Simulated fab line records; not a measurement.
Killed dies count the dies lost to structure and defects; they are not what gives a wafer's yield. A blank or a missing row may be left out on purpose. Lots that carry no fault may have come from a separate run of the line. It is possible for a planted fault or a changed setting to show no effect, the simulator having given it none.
The tool behind it: which one? || flow gf180mcu || Sampling: 13 lots, 39 wafers, 5 of 602 route steps

## WHAT EACH GAUGE READ, for each wafer
GF_STI_BOW_MEAS_00.
{"lot": "L942", "measured": "day 1 10:00", "on": "film-metro-02", "INCOMING_BOW (um)": "1 3 0"}
{"lot": "L947", "measured": "day 2 11:00", "on": "film-metro-02", "INCOMING_BOW (um)": "-5 15 3"}
{"lot": "L948", "measured": "day 2 16:00", "on": "film-metro-02", "INCOMING_BOW (um)": "15 -1 9"}
{"lot": "L949", "measured": "day 2 21:00", "on": "film-metro-04", "INCOMING_BOW (um)": "0 4 17"}
{"lot": "L951", "measured": "day 3 07:04", "on": "film-metro-04", "INCOMING_BOW (um)": "-7 6 0"}
{"lot": "L952", "measured": "day 3 12:00", "on": "film-metro-02", "INCOMING_BOW (um)": "8 -1 -2"}
{"lot": "L953", "measured": "day 3 17:01", "on": "film-metro-02", "INCOMING_BOW (um)": "4 -4 4"}
{"lot": "L954", "measured": "day 3 22:01", "on": "film-metro-02", "INCOMING_BOW (um)": "-1 -6 7"}
{"lot": "L955", "measured": "day 4 03:00", "on": "film-metro-04", "INCOMING_BOW (um)": "-2 -2 -1"}
{"lot": "L956", "measured": "day 4 08:02", "on": "film-metro-01", "INCOMING_BOW (um)": "4 10 -13"}
{"lot": "L960", "measured": "day 5 04:01", "on": "film-metro-04", "INCOMING_BOW (um)": "-9 -9 3"}
{"lot": "L961", "measured": "day 5 09:01", "on": "film-metro-02", "INCOMING_BOW (um)": "-5 9 5"}
{"lot": "L962", "measured": "day 5 14:01", "on": "film-metro-01", "INCOMING_BOW (um)": "1 -2 -19"}

GF_MVSD_OVL_MEAS_07.
{"lot": "L942", "measured": "day 4 08:50", "on": "overlay-02", "MVSD_OVL (nm)": "1.8 3.3 1.5"}
{"lot": "L947", "measured": "day 5 18:32", "on": "overlay-02", "MVSD_OVL (nm)": "0.8 1.2 0.1"}
{"lot": "L948", "measured": "day 5 21:08", "on": "overlay-01", "MVSD_OVL (nm)": "0.4 1.8 -0.7"}
{"lot": "L949", "measured": "day 6 06:26", "on": "overlay-02", "MVSD_OVL (nm)": "-0.2 0.8 0.8"}
{"lot": "L951", "measured": "day 6 18:08", "on": "overlay-02", "MVSD_OVL (nm)": "-0.7 0.6 0.1"}
{"lot": "L952", "measured": "day 6 20:58", "on": "overlay-01", "MVSD_OVL (nm)": "0.1 1.0 2.7"}
{"lot": "L953", "measured": "day 7 01:20", "on": "overlay-01", "MVSD_OVL (nm)": "-1.2 -2.1 -0.3"}
{"lot": "L954", "measured": "day 7 09:56", "on": "overlay-02", "MVSD_OVL (nm)": "0.5 1.9 2.2"}
{"lot": "L955", "measured": "day 7 13:52", "on": "overlay-02", "MVSD_OVL (nm)": "4.7 2.5 3.9"}
{"lot": "L956", "measured": "day 7 19:43", "on": "overlay-02", "MVSD_OVL (nm)": "2.3 0.5 0.4"}
{"lot": "L960", "measured": "day 8 19:29", "on": "overlay-02", "MVSD_OVL (nm)": "2.4 4.3 3.4"}
{"lot": "L961", "measured": "day 9 00:46", "on": "overlay-01", "MVSD_OVL (nm)": "-0.6 -2.3 -1.5"}
{"lot": "L962", "measured": "day 9 07:35", "on": "overlay-02", "MVSD_OVL (nm)": "-1.6 0.3 0.5"}

## WHAT TOOL EACH LOT RAN ON (gives the tool, then ch and the chambers of the sampled wafers, and finally the start)
{"lot": "L942", "GF_STI_STRIP_15": "plasma-asher-04 ch 0,1, day 2 02:24", "GF_DNWELL_COAT_02": "litho-track-01 ch 0, day 2 12:36", "GF_DNWELL_STRIP_08": "plasma-asher-02 ch 0,1, day 2 18:36"}
{"lot": "L947", "GF_STI_STRIP_15": "plasma-asher-03 ch 0,1, day 3 02:53", "GF_DNWELL_COAT_02": "litho-track-01 ch 0, day 3 15:48", "GF_DNWELL_STRIP_08": "plasma-asher-03 ch 0,1, day 3 23:26"}
{"lot": "L948", "GF_STI_STRIP_15": "plasma-asher-04 ch 0,1, day 3 09:11", "GF_DNWELL_COAT_02": "litho-track-04 ch 0, day 3 20:23", "GF_DNWELL_STRIP_08": "plasma-asher-02 ch 1, day 4 03:16"}
{"lot": "L949", "GF_STI_STRIP_15": "plasma-asher-01 ch 0,1, day 3 17:29", "GF_DNWELL_COAT_02": "litho-track-03 ch 0, day 4 04:40", "GF_DNWELL_STRIP_08": "plasma-asher-03 ch 0,1, day 4 11:40"}
{"lot": "L951", "GF_STI_STRIP_15": "plasma-asher-01 ch 0,1, day 4 02:43", "GF_DNWELL_COAT_02": "litho-track-03 ch 0, day 4 14:42", "GF_DNWELL_STRIP_08": "plasma-asher-03 ch 0,1, day 4 22:28"}
{"lot": "L952", "GF_STI_STRIP_15": "plasma-asher-01 ch 0,1, day 4 04:20", "GF_DNWELL_COAT_02": "litho-track-01 ch 0, day 4 16:33", "GF_DNWELL_STRIP_08": "plasma-asher-03 ch 0,1, day 4 23:59"}
{"lot": "L953", "GF_STI_STRIP_15": "plasma-asher-01 ch 0, day 4 09:32", "GF_DNWELL_COAT_02": "litho-track-04 ch 0, day 4 20:43", "GF_DNWELL_STRIP_08": "plasma-asher-02 ch 0,1, day 5 04:02"}
{"lot": "L954", "GF_STI_STRIP_15": "plasma-asher-01 ch 0,1, day 4 15:43", "GF_DNWELL_COAT_02": "litho-track-04 ch 0, day 5 04:13", "GF_DNWELL_STRIP_08": "plasma-asher-02 ch 0,1, day 5 11:32"}
{"lot": "L955", "GF_STI_STRIP_15": "plasma-asher-04 ch 1, day 4 20:29", "GF_DNWELL_COAT_02": "litho-track-03 ch 0, day 5 08:07", "GF_DNWELL_STRIP_08": "plasma-asher-02 ch 0,1, day 5 16:34"}
{"lot": "L956", "GF_STI_STRIP_15": "plasma-asher-04 ch 0,1, day 5 01:59", "GF_DNWELL_COAT_02": "litho-track-04 ch 0, day 5 13:35", "GF_DNWELL_STRIP_08": "plasma-asher-02 ch 0,1, day 5 20:56"}
{"lot": "L960", "GF_STI_STRIP_15": "plasma-asher-04 ch 0,1, day 5 22:11", "GF_DNWELL_COAT_02": "litho-track-03 ch 0, day 6 10:24", "GF_DNWELL_STRIP_08": "plasma-asher-02 ch 0,1, day 6 17:55"}
{"lot": "L961", "GF_STI_STRIP_15": "plasma-asher-04 ch 0,1, day 6 03:28", "GF_DNWELL_COAT_02": "litho-track-01 ch 0, day 6 16:22", "GF_DNWELL_STRIP_08": "plasma-asher-01 ch 0,1, day 7 00:47"}
{"lot": "L962", "GF_STI_STRIP_15": "plasma-asher-04 ch 0,1, day 6 07:56", "GF_DNWELL_COAT_02": "litho-track-04 ch 0, day 6 22:10", "GF_DNWELL_STRIP_08": "plasma-asher-03 ch 0,1, day 7 06:17"}
- GF_STI_STRIP_15: strips in O2/N2.
- GF_DNWELL_COAT_02: resist thk 3000 nm.
- GF_DNWELL_STRIP_08: strips in O2/N2.

## AS READ BY THE TOOLS THEMSELVES (means over the sampled wafers that have a number; for cases with no such wafer, the mark the record gives instead)
GF_STI_STRIP_15.
{"lot": "L942", "tool": "plasma-asher-04", "drypump-motor-current-A (A)": 5.7, "heater-power-w (W)": 352, "oes-product-au (a.u.)": 0.380, "strip-time-to-endpoint-s (s)": 3.67}
{"lot": "L947", "tool": "plasma-asher-03", "drypump-motor-current-A (A)": 5.9, "heater-power-w (W)": 307, "oes-product-au (a.u.)": 0.382, "strip-time-to-endpoint-s (s)": 3.72}
{"lot": "L948", "tool": "plasma-asher-04", "drypump-motor-current-A (A)": 6.1, "heater-power-w (W)": 359, "oes-product-au (a.u.)": 0.382, "strip-time-to-endpoint-s (s)": 3.69}
{"lot": "L949", "tool": "plasma-asher-01", "drypump-motor-current-A (A)": 6.5, "heater-power-w (W)": 331, "oes-product-au (a.u.)": 0.385, "strip-time-to-endpoint-s (s)": 3.75}
{"lot": "L951", "tool": "plasma-asher-01", "drypump-motor-current-A (A)": 6.5, "heater-power-w (W)": 333, "oes-product-au (a.u.)": 0.376, "strip-time-to-endpoint-s (s)": 3.69}
{"lot": "L952", "tool": "plasma-asher-01", "drypump-motor-current-A (A)": 6.0, "heater-power-w (W)": 308, "oes-product-au (a.u.)": 0.385, "strip-time-to-endpoint-s (s)": 3.73}
{"lot": "L953", "tool": "plasma-asher-01", "drypump-motor-current-A (A)": 6.9, "heater-power-w (W)": 347, "oes-product-au (a.u.)": 0.381, "strip-time-to-endpoint-s (s)": 3.75}
{"lot": "L954", "tool": "plasma-asher-01", "drypump-motor-current-A (A)": 6.1, "heater-power-w (W)": 309, "oes-product-au (a.u.)": 0.381, "strip-time-to-endpoint-s (s)": 3.72}
{"lot": "L955", "tool": "plasma-asher-04", "drypump-motor-current-A (A)": 6.3, "heater-power-w (W)": 363, "oes-product-au (a.u.)": 0.380, "strip-time-to-endpoint-s (s)": 3.72}
{"lot": "L956", "tool": "plasma-asher-04", "drypump-motor-current-A (A)": 5.8, "heater-power-w (W)": 353, "oes-product-au (a.u.)": 0.382, "strip-time-to-endpoint-s (s)": 3.68}
{"lot": "L960", "tool": "plasma-asher-04", "drypump-motor-current-A (A)": 6.0, "heater-power-w (W)": 361, "oes-product-au (a.u.)": 0.388, "strip-time-to-endpoint-s (s)": 3.75}
{"lot": "L961", "tool": "plasma-asher-04", "drypump-motor-current-A (A)": 5.8, "heater-power-w (W)": 348, "oes-product-au (a.u.)": 0.382, "strip-time-to-endpoint-s (s)": 3.73}
{"lot": "L962", "tool": "plasma-asher-04", "drypump-motor-current-A (A)": 6.1, "heater-power-w (W)": 356, "oes-product-au (a.u.)": 0.379, "strip-time-to-endpoint-s (s)": 3.67}

GF_DNWELL_COAT_02.
{"lot": "L942", "tool": "litho-track-01", "chill-plate-temp-C (C)": 23.07}
{"lot": "L947", "tool": "litho-track-01", "chill-plate-temp-C (C)": 22.86}
{"lot": "L948", "tool": "litho-track-04", "chill-plate-temp-C (C)": 22.98}
{"lot": "L949", "tool": "litho-track-03", "chill-plate-temp-C (C)": 22.96}
{"lot": "L951", "tool": "litho-track-03", "chill-plate-temp-C (C)": 23.07}
{"lot": "L952", "tool": "litho-track-01", "chill-plate-temp-C (C)": 22.95}
{"lot": "L953", "tool": "litho-track-04", "chill-plate-temp-C (C)": 22.87}
{"lot": "L954", "tool": "litho-track-04", "chill-plate-temp-C (C)": 22.85}
{"lot": "L955", "tool": "litho-track-03", "chill-plate-temp-C (C)": 23.03}
{"lot": "L956", "tool": "litho-track-04", "chill-plate-temp-C (C)": 23.03}
{"lot": "L960", "tool": "litho-track-03", "chill-plate-temp-C (C)": 22.91}
{"lot": "L961", "tool": "litho-track-01", "chill-plate-temp-C (C)": 22.96}
{"lot": "L962", "tool": "litho-track-04", "chill-plate-temp-C (C)": 22.99}

GF_DNWELL_STRIP_08.
{"lot": "L942", "tool": "plasma-asher-02", "drypump-motor-current-A (A)": 5.58, "heater-power-w (W)": 358, "oes-product-au (a.u.)": 0.722, "strip-time-to-endpoint-s (s)": 36.79}
{"lot": "L947", "tool": "plasma-asher-03", "drypump-motor-current-A (A)": 5.98, "heater-power-w (W)": 307, "oes-product-au (a.u.)": 0.727, "strip-time-to-endpoint-s (s)": 36.83}
{"lot": "L948", "tool": "plasma-asher-02", "drypump-motor-current-A (A)": 5.83, "heater-power-w (W)": 326, "oes-product-au (a.u.)": 0.719, "strip-time-to-endpoint-s (s)": 36.92}
{"lot": "L949", "tool": "plasma-asher-03", "drypump-motor-current-A (A)": 5.96, "heater-power-w (W)": 307, "oes-product-au (a.u.)": 0.723, "strip-time-to-endpoint-s (s)": 37.11}
{"lot": "L951", "tool": "plasma-asher-03", "drypump-motor-current-A (A)": 5.92, "heater-power-w (W)": 303, "oes-product-au (a.u.)": 0.723, "strip-time-to-endpoint-s (s)": 37.00}
{"lot": "L952", "tool": "plasma-asher-03", "drypump-motor-current-A (A)": 5.93, "heater-power-w (W)": 308, "oes-product-au (a.u.)": 0.723, "strip-time-to-endpoint-s (s)": 36.76}
{"lot": "L953", "tool": "plasma-asher-02", "drypump-motor-current-A (A)": 5.70, "heater-power-w (W)": 344, "oes-product-au (a.u.)": 0.721, "strip-time-to-endpoint-s (s)": 36.93}
{"lot": "L954", "tool": "plasma-asher-02", "drypump-motor-current-A (A)": 5.56, "heater-power-w (W)": 353, "oes-product-au (a.u.)": 0.718, "strip-time-to-endpoint-s (s)": 36.92}
{"lot": "L955", "tool": "plasma-asher-02", "drypump-motor-current-A (A)": 5.69, "heater-power-w (W)": 338, "oes-product-au (a.u.)": 0.726, "strip-time-to-endpoint-s (s)": 37.08}
{"lot": "L956", "tool": "plasma-asher-02", "drypump-motor-current-A (A)": 5.71, "heater-power-w (W)": 339, "oes-product-au (a.u.)": 0.723, "strip-time-to-endpoint-s (s)": 37.62}
{"lot": "L960", "tool": "plasma-asher-02", "drypump-motor-current-A (A)": 5.71, "heater-power-w (W)": 339, "oes-product-au (a.u.)": 0.720, "strip-time-to-endpoint-s (s)": 36.94}
{"lot": "L961", "tool": "plasma-asher-01", "drypump-motor-current-A (A)": 6.05, "heater-power-w (W)": 315, "oes-product-au (a.u.)": 0.718, "strip-time-to-endpoint-s (s)": 36.81}
{"lot": "L962", "tool": "plasma-asher-03", "drypump-motor-current-A (A)": 5.90, "heater-power-w (W)": 300, "oes-product-au (a.u.)": 0.723, "strip-time-to-endpoint-s (s)": 37.26}

## THE ANSWER, worked out from the rows above alone
Rule: what is usual is taken from the lots themselves. Put in order of their means at a reading, lots are off if they are a third of the lots or fewer, leave a main group of 4 or more, and stand apart from it by a gap of 3 or more times the standard deviation of the main group's means; of several such gaps the widest counts. A main group whose means are all the same, to the digits that the tables above print for the reading, isn't used. A lot without any number at a reading at which 4 lots or more have one is off too. Any other lot the step has rows for is counted as sound. The gauges are gone through in route order, then the tools' own readings, and for those a lot's mean is taken as printed above. The first step at which some lot is off is used, and at that step the reading that is off furthest; a lot without a number counts as furthest.
No lot is off on any of the readings shown, so nothing can be concluded from this.

## WHAT THE SIMULATOR HAD PUT IN
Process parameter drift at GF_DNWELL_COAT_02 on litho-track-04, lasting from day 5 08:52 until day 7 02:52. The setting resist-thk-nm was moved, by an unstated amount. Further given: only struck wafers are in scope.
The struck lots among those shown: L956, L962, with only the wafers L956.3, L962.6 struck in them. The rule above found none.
